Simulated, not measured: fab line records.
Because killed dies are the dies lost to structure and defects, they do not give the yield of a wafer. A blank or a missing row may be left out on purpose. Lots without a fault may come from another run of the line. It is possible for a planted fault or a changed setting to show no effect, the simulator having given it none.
Matching of chambers | flow sky130 | SKY_VIA4_CMP_21 on cmp-02 has 4 sister chambers
The step polishes, stops on SiO2, t overpolish 25 s, target thk 0 nm. 8 wafers are shown with their chamber, then 11 later ones without.

== EACH WAFER AND ITS CHAMBER ==
wafer  | chamber | time-to-endpoint-s (s) | motor-current-A (A)
L081.4 | 1       | 136                    | 12.2
L082.1 | 0       | 132                    | 10.0
L084.4 | 0       | 131                    | 10.3
L085.3 | 2       | 126                    | 12.4
L090.1 | 3       | 125                    | 9.2
L090.3 | 1       | 137                    | 12.0
L090.5 | 2       | 128                    | 12.7
L092.1 | 3       | 121                    | 9.0

== WAFERS WITHOUT THEIR CHAMBER ==
wafer  | time-to-endpoint-s (s) | motor-current-A (A)
L092.3 | 135                    | 9.6
L092.4 | 128                    | 13.4
L091.1 | 131                    | 12.5
L091.2 | 132                    | 13.5
L091.4 | 136                    | 10.3
L093.1 | 127                    | 13.8
L093.3 | 131                    | 11.4
L093.6 | 133                    | 9.6
L096.1 | 135                    | 11.8
L096.2 | 116                    | 8.9
L096.5 | 124                    | 12.9

== CHAMBER TAKEN BY EACH ==
wafer  | from the rows above          | in truth
L092.3 | 0                            | 0
L092.4 | 2                            | 2
L091.1 | can't be placed: 2 or 1      | 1
L091.2 | 2                            | 2
L091.4 | 0                            | 0
L093.1 | 2                            | 2
L093.3 | can't be placed: 1 or 2 or 0 | 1
L093.6 | 0                            | 0
L096.1 | 1                            | 1
L096.2 | 3                            | 3
L096.5 | 2                            | 2
Correctly placed: 9 of 11. Not placeable from these rows: 2 (in 2, the candidates include the true chamber). 0 placed wrongly.
How it was worked out, from the rows above alone: a wafer's distance from a chamber is the root of the sum, over the readings, of the square of ((its reading less the chamber's mean) divided by the reading's scatter). If the next closest chamber is less than 2 further off than the closest, the wafer can't be placed; otherwise it belongs to the closest. The mean given for a chamber averages the wafers shown for that chamber. The scatter: the root of (the sum of the squares of (reading less its chamber's mean) over the shown wafers, divided by (wafers less chambers)).
